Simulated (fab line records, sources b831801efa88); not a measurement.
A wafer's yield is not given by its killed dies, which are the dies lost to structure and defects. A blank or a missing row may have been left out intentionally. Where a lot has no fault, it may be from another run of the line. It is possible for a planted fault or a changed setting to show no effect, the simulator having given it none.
A struck lot beside a sound one	flow gf180mcu	15 steps out of a route of 602
Sound: the wafers L447.3, L447.4, L447.5. Wafers L444.1, L444.4, L444.5 were the ones struck. The cause is given at the end.
For every step that has rows: the tool of each side, followed by ch and its chambers, followed by its first start. Under that, the readings that differ: sound wafers	struck wafers	difference of the means	sigmas: that difference in standard deviations of wafers without a fault.
alike: readings whose means differ by less than 2 such deviations, and words and numbers that are the same on both sides. not compared: withheld readings, readings that some wafer has no value for, bounds like >300 that may hide the same value, and numbers for which the record gives no deviation and whose values overlap.
The two part at a step that has a row with sigmas, a row that says differs or no value, or rows on one side only. When numbers do not overlap yet have no deviation, they are printed without sigmas and do not part them. A reading that every wafer of one side lacks parts them only if that side has two wafers or more.

first, 9 steps without rows for these wafers: GF_MIM_STRIP_21 (strips in post etch residue remover, time 1200 s); GF_MIM_CLEAN_22 (cleans in DIW); GF_M5_DEHYDRATE_00 (time 60 s); GF_M5_HMDS_01 (prime time 60 s); GF_M5_COAT_02 (resist thk 1000 nm); GF_M5_SOFTBAKE_03 (time 60 s); GF_M5_EXPOSE_04 (exposes mask Metal5, target cd 280 nm); GF_M5_PEB_05 (peb time 90 s); GF_M5_DEVELOP_06 (develop time 60 s).
GF_M5_CD_MEAS_07: the cd target is 280 nm.
  sound: cd sem-01 at day 30 07:14; struck: cd sem-01 at day 29 16:20
  alike: cd nm
GF_M5_OVL_MEAS_08:
  sound: overlay-02 at day 30 07:20; struck: overlay-01 at day 29 16:28
  alike: M5_OVL
GF_M5_ETCH_09: etches Si3N4 in CF4/O2, target depth 52 nm, time 11.6 s.
  sound on rie diel-04 ch 0,1,3, day 30 07:21; struck on rie diel-02 ch 2,3, day 29 16:30
  alike: O2_flow_sccm, bias w, drypump motor current A, oes product au, throttle valve pct
  not compared: rf hours counter h
GF_M5_METAL_ETCH_10: etches the open film in Cl2/BCl3, stops on SiO2, target depth 627.5 nm, time 104.6 s.
  sound on rie metal-03 ch 0,1, day 30 07:25; struck on rie metal-04 ch 0,1, day 29 16:31
  no value came back on the struck wafers for any of 6 readings (bcl3 flow sccm (sccm), bias w (W) and others); on the sound wafers bcl3 flow sccm (sccm) reads 39.87 39.81 39.78
reading	sound	struck	difference	sigmas
model.KrF_of_M5_COAT_02.thk nm (nm)	691.9 693.6 693.8	950.4 946.8 951.6	+256.5	
  not compared: rf hours counter h
GF_M5_STRIP_11: strips in O2/N2.
  sound on plasma asher-02 ch 0,1, day 30 07:31; struck on plasma asher-04 ch 0,1, day 29 16:38
reading	sound	struck	difference	sigmas
oes product au (a.u.)	0.538 0.535 0.539	0.645 0.635 0.643	+0.104	+22
strip time to endpoint s (s)	7.45 7.48 7.49	9.95 9.94 9.98	+2.48	+42
  alike: drypump motor current A, heater power w
  not compared: rf hours counter h
then, 1 step without rows for these wafers: GF_M5_STRIP_12 (strips in post etch residue remover, time 1200 s).

== WHERE THEY PART ==
At GF_M5_METAL_ETCH_10 first; at GF_M5_STRIP_11 last (within this record only).

WHY: what had been put in by the simulator
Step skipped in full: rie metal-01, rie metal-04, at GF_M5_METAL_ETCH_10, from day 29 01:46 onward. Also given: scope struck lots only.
